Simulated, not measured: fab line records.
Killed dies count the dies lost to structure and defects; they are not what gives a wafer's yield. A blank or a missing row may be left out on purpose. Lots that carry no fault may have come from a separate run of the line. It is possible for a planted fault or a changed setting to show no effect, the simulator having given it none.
Split-lot experiment    flow sfq-line    23 wafers read across 5 lots, on a route 325 steps long

THE SPLIT
At SFQ_TRILAYER_M8_DEP_EVAP_196 (material Au, target thk 180 nm, time 900 s), the setting time-s was moved away from the recipe's 900 s on 9 of the 23 wafers read, by -8.6% to +10.5%. For the rest of the wafers, this setting stayed at what the recipe calls for.

FROM THE SPLIT TO THE READING: what the file shows between them, 1 step
- SFQ_M8_RS_MEAS_949: measures by four-point-probe

THE READING
M8_AU_THK, in nm, at SFQ_M8_THK_MEAS_950 (measures by xrf). A value of 179.0 nm with a standard deviation of 2.6 nm is what fault-free wafers of this fab line usually give.

wafer   tool, chamber at the split  time-s as run, s  against the recipe  M8_AU_THK, nm  against lot-mates on the recipe
L077.1  pvd-sputter-01, -           900               recipe              173.5          -
L077.2  pvd-sputter-01, -           900               recipe              176.3          -
L077.3  pvd-sputter-01, -           900               recipe              179.9          -
L082.1  pvd-sputter-02, -           900               recipe              177.8          -
L082.2  pvd-sputter-02, -           822.7             -8.6%               164.3          -14.6
L082.3  pvd-sputter-02, -           822.7             -8.6%               165.7          -13.2
L082.5  pvd-sputter-02, -           900               recipe              180.1          -
L082.6  pvd-sputter-02, -           822.7             -8.6%               166.5          -12.4
L083.1  pvd-sputter-01, -           994.2             +10.5%              197.1          +12.6
L083.2  pvd-sputter-01, -           994.2             +10.5%              202.4          +17.9
L083.4  pvd-sputter-01, -           900               recipe              185.2          -
L083.5  pvd-sputter-01, -           994.2             +10.5%              197.9          +13.4
L083.6  pvd-sputter-01, -           900               recipe              183.8          -
L084.1  pvd-sputter-02, -           824.7             -8.4%               167.1          -12.5
L084.2  pvd-sputter-02, -           900               recipe              180.7          -
L084.3  pvd-sputter-02, -           900               recipe              178.5          -
L084.4  pvd-sputter-02, -           824.7             -8.4%               165.5          -14.1
L084.5  pvd-sputter-02, -           824.7             -8.4%               165.6          -14.0
L085.1  pvd-sputter-01, -           900               recipe              178.7          -
L085.2  pvd-sputter-01, -           900               recipe              172.3          -
L085.3  pvd-sputter-01, -           900               recipe              179.6          -
L085.4  pvd-sputter-01, -           900               recipe              179.5          -
L085.5  pvd-sputter-01, -           900               recipe              180.1          -

FIT RESULTS
A straight line over all 23 wafers: M8_AU_THK changes by +1.73 nm for each +1% of time-s; r = +0.96; the points scatter about the line by 3 nm.
The same after taking each lot's own level away (the mean of its wafers on the recipe; 23 wafers): +1.5 nm for each +1%; r = +0.97; scatter 2.1 nm.
The reading moves by 16 nm for the largest change in time-s, on that fit.
From 176.57 to 184.50 nm: that is the span of the lots' own levels, equal to 3.1 times the standard deviation above.
Thus the slope moves with the lot-to-lot level: the two fits are different.
Check: for one of the wafers moved furthest among these (+10.5%), held out of the fit, the line's prediction against its lot-mates is +16.1 nm. It came out at +12.6 nm against them.

THE WHOLE CHAIN: every reading that the file lists as answering this split, in the file's order
step                          what it does                                reading                                                                                 change (the file's fit)               r (the file's)
SFQ_TRILAYER_M8_DEP_EVAP_196  material Au, target thk 180 nm, time 900 s  Au_of_TRILAYER_M8_DEP_EVAP_196.thk-nm (the simulator's own value, which no gauge read)  +1.52 nm for each +1% of the setting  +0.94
SFQ_M8_RS_MEAS_949            measures by four-point-probe                M8_AU_RS                                                                                -0.00129 for each +1% of the setting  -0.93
SFQ_M8_THK_MEAS_950           measures by xrf                             M8_AU_THK                                                                               +1.51 for each +1% of the setting     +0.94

FILE'S OWN FIT
M8_AU_THK changes by +1.51 nm for each +1% of time-s, r = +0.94.
